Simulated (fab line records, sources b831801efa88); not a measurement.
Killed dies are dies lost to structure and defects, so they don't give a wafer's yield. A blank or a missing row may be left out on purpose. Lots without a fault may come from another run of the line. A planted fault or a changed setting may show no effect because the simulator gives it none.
Split-lot experiment | flow sky130 | 5 lots, 27 wafers read, on a route of 708 steps

THE SPLIT
At SKY_POLY_GATE_DEVELOP_12 (develop time 60 s), the setting develop_time_s was moved away from the recipe's 60 s on 6 of the 27 wafers read, by -45.9% to +53.2%. The other wafers ran this setting at the recipe's value.

The file shows no step between the split and the reading.

THE READING
cd_nm, in nm, at SKY_POLY_GATE_CD_MEAS_13 (target cd 150 nm). Fault-free wafers of this fab line usually give 150.6 nm, standard deviation 1.3 nm.

wafer  | tool, chamber at the split | develop_time_s as run, s | against the recipe | cd_nm, nm | against lot-mates on the recipe
L075.1 | litho_track-01, 0          | 60                       | recipe             | 153.9     | -
L075.2 | litho_track-01, 0          | 60                       | recipe             | 151.2     | -
L075.3 | litho_track-01, 0          | 60                       | recipe             | 151.7     | -
L075.4 | litho_track-01, 0          | 60                       | recipe             | 152.1     | -
L075.5 | litho_track-01, 0          | 60                       | recipe             | 151.6     | -
L075.6 | litho_track-01, 0          | 60                       | recipe             | 151.2     | -
L076.1 | litho_track-01, 0          | 60                       | recipe             | 150.7     | -
L076.4 | litho_track-01, 0          | 60                       | recipe             | 149.7     | -
L076.5 | litho_track-01, 0          | 60                       | recipe             | 148.9     | -
L079.1 | litho_track-01, 0          | 32.48                    | -45.9%             | 160.9     | +9.6
L079.2 | litho_track-01, 0          | 32.48                    | -45.9%             | 162.8     | +11.5
L079.3 | litho_track-01, 0          | 60                       | recipe             | 151.3     | -
L079.4 | litho_track-01, 0          | 60                       | recipe             | 152.0     | -
L079.5 | litho_track-01, 0          | 32.48                    | -45.9%             | 161.1     | +9.8
L079.6 | litho_track-01, 0          | 60                       | recipe             | 150.7     | -
L081.1 | litho_track-04, 0          | 60                       | recipe             | 149.6     | -
L081.2 | litho_track-04, 0          | 91.94                    | +53.2%             | 144.2     | -5.9
L081.3 | litho_track-04, 0          | 91.94                    | +53.2%             | 143.2     | -6.9
L081.4 | litho_track-04, 0          | 60                       | recipe             | 150.6     | -
L081.5 | litho_track-04, 0          | 60                       | recipe             | 150.0     | -
L081.6 | litho_track-04, 0          | 91.94                    | +53.2%             | 144.5     | -5.6
L083.1 | litho_track-01, 0          | 60                       | recipe             | 150.3     | -
L083.2 | litho_track-01, 0          | 60                       | recipe             | 149.8     | -
L083.3 | litho_track-01, 0          | 60                       | recipe             | 151.5     | -
L083.4 | litho_track-01, 0          | 60                       | recipe             | 149.7     | -
L083.5 | litho_track-01, 0          | 60                       | recipe             | 150.0     | -
L083.6 | litho_track-01, 0          | 60                       | recipe             | 151.1     | -

THE FIT
A straight line over all 27 wafers: cd_nm changes by -0.175 nm for each +1% of develop_time_s; r = -0.94; the points scatter about the line by 1.5 nm.
The same after taking each lot's own level away (the mean of its wafers on the recipe; 27 wafers): -0.162 nm for each +1%; r = -0.94; scatter 1.4 nm.
On that fit, the largest move of develop_time_s shifts the reading by 8.6 nm.
The lots' own levels span 149.77 to 151.95 nm, that is 1.7 times the standard deviation above.
So the lot-to-lot level changes the slope little: the two slopes agree.
Check: with one of the wafers moved furthest among these (+53.2%) left out of the fit, the line predicts -8.65 nm for it against its lot-mates. It came out at -5.87 nm against them.

OTHER SPLITS ON THESE WAFERS
These wafers also went through other splits before the reading. Each is held against what the fit with the lots' levels taken away leaves over:
other split on the same wafers | wafers away from the commonest value | r with cd_nm (lot level and that fit taken away)
SKY_SONOS_ONO_ETCH_15 time_s   | 9                                    | -0.39

THE WHOLE CHAIN: every reading that the file lists as answering this split, in the file's order
step                     | what it does                                                           | reading                                                          | change (the file's fit)               | r (the file's)
SKY_POLY_GATE_CD_MEAS_13 | target cd 150 nm                                                       | cd_nm                                                            | -0.161 nm for each +1% of the setting | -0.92
SKY_POLY_GATE_ETCH_15    | etches BARC in N2/H2, stops on SiO2, time 118.5 s, target depth 110 nm | POLY_GATE.cd_nm (the simulator's own value, which no gauge read) | -0.192 nm for each +1% of the setting | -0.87

THE FILE'S OWN FIT
cd_nm changes by -0.161 nm for each +1% of develop_time_s, r = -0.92.
